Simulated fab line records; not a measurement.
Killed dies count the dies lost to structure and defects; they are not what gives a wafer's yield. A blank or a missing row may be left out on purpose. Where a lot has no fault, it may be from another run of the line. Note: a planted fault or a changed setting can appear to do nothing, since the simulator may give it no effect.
fab line records | flow gf180mcu
record: lots: 12 wafers: 36 last_day: 34
route steps=602 shown VT_IMPLANT@119 HV_LDD@210
lots with no fault: from the same line, run without faults
start_h: hours from the record's first day to the start of the lot's first wafer shown | wait_h: hours elapsed since this lot's preceding step | " unchanged from the row above | L1.1+2: one row covering several wafers at once | - no value, or no start was given | * or withheld: withheld | < > ~ a bound
route shown NAME@n: names a module that has steps shown in the file, with the first one's number in the route | usual: mean and standard deviation over wafers with no fault | same: alike in all rows | chamber/n: place in a boat | sites: each site's reading | _std_site: standard deviation of those values | _edge_site: the outer-site mean with the inner-site mean subtracted | radius_mm: how far each site lies from the wafer's centre | mask NAME#n: copy n | behind: the last tool/chamber to shape the wafer | hold: cause of the lot's hold/its duration in hours/its outcome | device: the transistor (n, p or np) that didn't switch | end of line: the same wafers' tests at the end of the route | step lacking rows: just its recipe | killed: dies that structure and defects cost at the first sort, which is not the same as the wafer's yield | map: shows each die of a wafer: x if killed, . if not, _ if none is there
set.NAME: the run value of the setting; set.NAME@STEP: its run value at that earlier step | model.NAME: the simulator's own value behind a step, which no gauge read
one table for each step of the route and one row for each wafer, over a sample of lots
services: when a tool's chamber went out of use (start_h, in hours from the record's first day, below 0 if earlier), for how many hours, and the reason
== steps ==
step: GF_VT_IMPLANT_OVL_MEAS_29
usual: VT_IMPLANT_02_OVL: 0.8/1.2
columns lot.wafer tool chamber start_h wait_h VT_IMPLANT_02_OVL[nm]
L339.2 overlay-01 - 139.14 0.1 0.4
L339.3 " - " " -1.9
L339.5 " - " " -0.5
L340.2 overlay-01 - 150.55 0.1 0.9
L340.3 " - " " 2.3
L340.5 " - " " 1.7
L341.1 overlay-02 - 159.23 0.1 1.5
L341.2 " - " " 2.4
L341.6 " - " " 3.6
L342.1 overlay-01 - 161.48 0.1 -0.5
L342.2 " - " " -0.1
L342.3 " - " " 0.9
L343.1 overlay-01 - 169.49 0.1 -0.7
L343.2 " - " " -1.9
L343.3 " - " " -0.7
L352.3 overlay-01 - 226.44 0.1 -0.6
L352.4 " - " " 0.1
L352.5 " - " " -1.1
L353.3 overlay-01 - 231.64 0.1 0.1
L353.4 " - " " 1.8
L353.5 " - " " -0.3
L354.1 overlay-02 - 237.18 0.1 0.4
L354.2 " - " " 0.9
L354.3 " - " " 2.3
L356.2 overlay-02 - 251.59 0.1 0.5
L356.3 " - " " 1.4
L356.4 " - " " 1.6
L359.2 overlay-02 - 267.02 0.1 1.2
L359.3 " - " " 1.8
L359.4 " - " " 1.9
L361.3 overlay-01 - 281.69 0.1 0.2
L361.5 " - " " 1.8
L361.6 " - " " -0.5
L362.1 overlay-02 - 290.89 0.1 0.3
L362.2 " - " " -0.1
L362.4 " - " " 3.4
step: GF_VT_IMPLANT_TW_MEAS_43
usual: VT_IMPLANT_4_TW: 688/7.4
columns lot.wafer tool chamber start_h wait_h VT_IMPLANT_4_TW
L339.2 film_metro-01 - 155.08 0.1 698
L339.3 " - " " 699
L339.5 " - " " 700
L340.2 film_metro-02 - 166.58 0.1 689
L340.3 " - " " 682
L340.5 " - " " 685
L341.1 film_metro-03 - 175.70 0.1 686
L341.2 " - " " 685
L341.6 " - " " 685
L342.1 film_metro-02 - 178.42 0.1 683
L342.2 " - " " 686
L342.3 " - " " 680
L343.1 film_metro-01 - 186.62 0.1 697
L343.2 " - " " 696
L343.3 " - " " 698
L352.3 film_metro-02 - 244.09 0.1 676
L352.4 " - " " 677
L352.5 " - " " 674
L353.3 film_metro-03 - 249.89 0.1 686
L353.4 " - " " 685
L353.5 " - " " 684
L354.1 film_metro-01 - 256.27 0.1 694
L354.2 " - " " 694
L354.3 " - " " 697
L356.2 film_metro-02 - 270.78 0.1 681
L356.3 " - " " 679
L356.4 " - " " 680
L359.2 film_metro-02 - 286.33 0.1 682
L359.3 " - " " 682
L359.4 " - " " 678
L361.3 film_metro-02 - 302.29 0.1 682
L361.5 " - " " 683
L361.6 " - " " 683
L362.1 film_metro-03 - 311.97 0.1 688
L362.2 " - " " 685
L362.4 " - " " 689
step: GF_HV_LDD_IMPLANT_34
recipe: species: P energy_kev: 60 dose_cm2: 7.5e+12 tilt_deg: 30 rotation_deg: 90
usual: beam_on_s: 10.00/0.21 dose_ions_cm2: 7.502e+12/8.5e+09 faraday_current_uA: 42.3/0.86
columns lot.wafer tool chamber start_h wait_h beam_on_s dose_ions_cm2 faraday_current_uA
L339.2 implanter-01 0 251.51 0.1 10.12 7.518e+12 41.7
L339.3 " 0 " " 9.99 7.52e+12 42.3
L339.5 " 0 " " 10.14 7.522e+12 41.6
L340.2 implanter-04 0 265.60 0.1 10.17 7.504e+12 41.4
L340.3 " 0 " " 10.08 7.508e+12 42.1
L340.5 " 0 " " 10.08 7.505e+12 42.2
L341.1 implanter-01 0 281.39 0.1 9.96 7.508e+12 42.3
L341.2 " 0 " " 9.83 7.498e+12 42.8
L341.6 " 0 " " 10.13 7.503e+12 41.6
L342.1 implanter-01 0 283.47 0.1 9.73 7.512e+12 43.5
L342.2 " 0 " " 10.31 7.493e+12 41.1
L342.3 " 0 " " 9.92 7.504e+12 42.5
L343.1 implanter-02 0 294.82 0.1 9.66 7.498e+12 43.9
L343.2 " 0 " " 9.90 7.496e+12 42.5
L343.3 " 0 " " 9.98 7.51e+12 42.4
L352.3 implanter-02 0 355.09 0.1 9.84 8.687e+12 49.8
L352.4 " 0 " " 9.88 8.69e+12 49.5
L352.5 " 0 " " 10.27 8.677e+12 47.9
L353.3 implanter-02 0 363.62 0.1 10.29 8.677e+12 47.5
L353.4 " 0 " " 10.13 8.68e+12 48.2
L353.5 " 0 " " 10.15 8.693e+12 48.2
L354.1 implanter-01 0 368.34 0.1 10.05 7.506e+12 42.2
L354.2 " 0 " " 9.80 7.503e+12 43.2
L354.3 " 0 " " 10.12 7.512e+12 41.8
L356.2 implanter-01 0 385.76 0.1 9.98 7.496e+12 42.6
L356.3 " 0 " " 10.03 7.485e+12 42.0
L356.4 " 0 " " 10.02 7.488e+12 42.5
L359.2 implanter-01 0 402.59 0.1 9.79 7.499e+12 42.9
L359.3 " 0 " " 10.04 7.505e+12 42.1
L359.4 " 0 " " 10.15 7.505e+12 41.6
L361.3 implanter-04 0 421.28 0.1 10.22 7.494e+12 41.3
L361.5 " 0 " " 9.83 7.49e+12 42.8
L361.6 " 0 " " 9.47 7.502e+12 44.3
L362.1 implanter-01 0 434.47 0.1 10.38 7.503e+12 40.8
L362.2 " 0 " " 9.75 7.507e+12 43.1
L362.4 " 0 " " 10.07 7.513e+12 42.1
step: GF_HV_LDD_STRIP_49
recipe: chemistry: O2/N2 power_w: 1400 pressure_mtorr: 1500 platen_temp_c: 250 o2_flow_sccm: 3000 n2_flow_sccm: 300 overash_fraction: 0.5
usual: drypump_motor_current_A: 5.7/0.45 heater_power_w: 317/33 oes_product_au: 0.716/0.0043 strip_time_to_endpoint_s: 12.62/0.032
columns lot.wafer tool chamber start_h wait_h drypump_motor_current_A heater_power_w oes_product_au rf_hours_counter_h strip_time_to_endpoint_s
L339.2 plasma_asher-02 1 271.42 0.1 6.3 305 0.719 47 12.61
L339.3 " 0 " " 6.2 287 0.712 - 12.55
L339.5 " 1 " " 6.3 309 0.709 - 12.58
L340.2 plasma_asher-04 1 285.94 0.1 5.2 374 0.717 67 12.56
L340.3 " 1 " " 5.2 370 0.715 - 12.57
L340.5 " 1 " " 5.2 356 0.713 - 12.61
L341.1 plasma_asher-02 1 302.64 0.1 6.2 303 0.722 50 12.64
L341.2 " 0 " " 6.2 283 0.716 50 12.60
L341.6 " 0 " " 6.2 284 0.726 - 12.64
L342.1 plasma_asher-04 0 304.42 0.1 5.5 324 0.718 69 12.65
L342.2 " 1 " " 5.2 374 0.717 69 12.64
L342.3 " 0 " " 5.5 323 0.706 - 12.60
L343.1 plasma_asher-02 1 315.72 0.1 6.2 312 0.717 51 12.65
L343.2 " 0 " " 6.3 278 0.728 51 12.65
L343.3 " 1 " " 6.2 309 0.722 - 12.63
L352.3 plasma_asher-02 1 378.27 0.1 6.2 309 0.720 - 12.63
L352.4 " 0 " " 6.3 277 0.715 - 12.60
L352.5 " 0 " " 6.2 284 0.717 - 12.56
L353.3 plasma_asher-04 1 387.00 0.1 5.2 381 0.720 - 12.67
L353.4 " 0 " " 5.5 323 0.715 - 12.63
L353.5 " 1 " " 5.2 373 0.717 - 12.64
L354.1 plasma_asher-01 1 391.82 0.1 5.4 283 0.713 74 12.63
L354.2 " 0 " " 5.2 355 0.720 74 12.65
L354.3 " 0 " " 5.3 355 0.717 - 12.62
L356.2 plasma_asher-01 0 409.97 0.1 5.3 355 0.722 76 12.64
L356.3 " 1 " " 5.4 282 0.719 - 12.64
L356.4 " 0 " " 5.3 349 0.712 - 12.61
L359.2 plasma_asher-02 1 426.72 0.1 6.2 311 0.722 63 12.65
L359.3 " 0 " " 6.2 283 0.715 - 12.66
L359.4 " 1 " " 6.3 299 0.720 - 12.62
L361.3 plasma_asher-02 0 446.17 0.1 6.3 281 0.719 - 12.59
L361.5 " 0 " " 6.3 282 0.718 - 12.59
L361.6 " 1 " " 6.2 310 0.707 - 12.63
L362.1 plasma_asher-01 1 459.28 0.1 5.4 278 0.718 81 12.65
L362.2 " 0 " " 5.3 344 0.723 81 12.68
L362.4 " 0 " " 5.3 351 0.719 - 12.66
step: GF_HV_LDD_RS_MEAS_53
recipe: thk_meas_gauge: four-point-probe
usual: HV_LDD_RS: 418.4/0.96
columns lot.wafer tool chamber start_h wait_h HV_LDD_RS[ohm/sq]
L339.2 film_metro-01 - 271.79 0.1 418.7
L339.3 " - " " 418.4
L339.5 " - " " 418.5
L340.2 film_metro-03 - 286.23 0.1 419.2
L340.3 " - " " 419.9
L340.5 " - " " 419.3
L341.1 film_metro-03 - 302.91 0.1 419.2
L341.2 " - " " 418.8
L341.6 " - " " 419.1
L342.1 film_metro-01 - 304.70 0.1 418.3
L342.2 " - " " 418.7
L342.3 " - " " 418.2
L343.1 film_metro-01 - 316.00 0.1 417.5
L343.2 " - " " 417.7
L343.3 " - " " 415.8
L352.3 film_metro-03 - 378.55 0.1 416.3
L352.4 " - " " 415.2
L352.5 " - " " 414.7
L353.3 film_metro-01 - 387.28 0.1 415.4
L353.4 " - " " 414.5
L353.5 " - " " 414.0
L354.1 film_metro-03 - 392.09 0.1 418.3
L354.2 " - " " 419.3
L354.3 " - " " 420.2
L356.2 film_metro-01 - 410.33 0.1 417.6
L356.3 " - " " 417.8
L356.4 " - " " 418.0
L359.2 film_metro-01 - 427.02 0.1 416.9
L359.3 " - " " 417.3
L359.4 " - " " 417.5
L361.3 film_metro-03 - 446.45 0.1 418.5
L361.5 " - " " 418.9
L361.6 " - " " 417.5
L362.1 film_metro-03 - 459.62 0.1 417.4
L362.2 " - " " 417.2
L362.4 " - " " 417.7
== services ==
columns tool chamber start_h hours kind
plasma_asher-01 - 266.50 6.8 repair
implanter-04 - 274.22 6.2 repair
implanter-01 - 300.27 3.3 pm
implanter-02 - 323.18 0.5 repair
plasma_asher-01 - 333.66 14.6 pm
implanter-04 - 349.27 3.3 repair
plasma_asher-02 - 352.41 0.7 repair
plasma_asher-04 - 409.18 0.4 repair
plasma_asher-04 - 421.25 9.0 pm
plasma_asher-04 0 421.25 9.0 vent_cycle
plasma_asher-04 1 421.25 9.0 vent_cycle
plasma_asher-04 0 430.25 - clean
plasma_asher-04 1 430.25 - clean
implanter-04 - 437.31 10.8 pm
plasma_asher-04 - 438.52 0.9 repair
== key ==
first_sign: step: GF_HV_LDD_IMPLANT_34 reading: dose_ions_cm2 direction: up sigmas: 99+ usual: 7.502e+12 struck: 8.684e+12
effect: step: GF_HV_LDD_IMPLANT_34 reading: faraday_current_uA direction: up sigmas: 7.2 usual: 42.3 struck: 48.5
effect: step: GF_HV_LDD_RS_MEAS_53 reading: HV_LDD_RS direction: down sigmas: 3.5 usual: 418.4 struck: 415.0
met_at GF_HV_LDD_IMPLANT_34
struck_lots L352,L353
tester_left_out L352,L353
not_acting_at GF_VT_IMPLANT_OVL_MEAS_29,GF_VT_IMPLANT_TW_MEAS_43,GF_HV_LDD_STRIP_49
onset_between 294.82 355.09
fault: kind: process_parameter_drift tool: implanter-02 chamber: - onset_h: 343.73 steps: GF_HV_LDD_IMPLANT_34 channel: dose_cm2 offset: 1.1845e+12 shape: step end_h: 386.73 acts_in: these_recipes_only stated: 7.5e+12
tester_left_out: of these lots the tester's yield and bins aren't shown, on N5 and GAA mostly nor the transistor test; their killed dies are dies lost to structure and defects alone, not to doping, threshold or leakage, so they don't give the yield
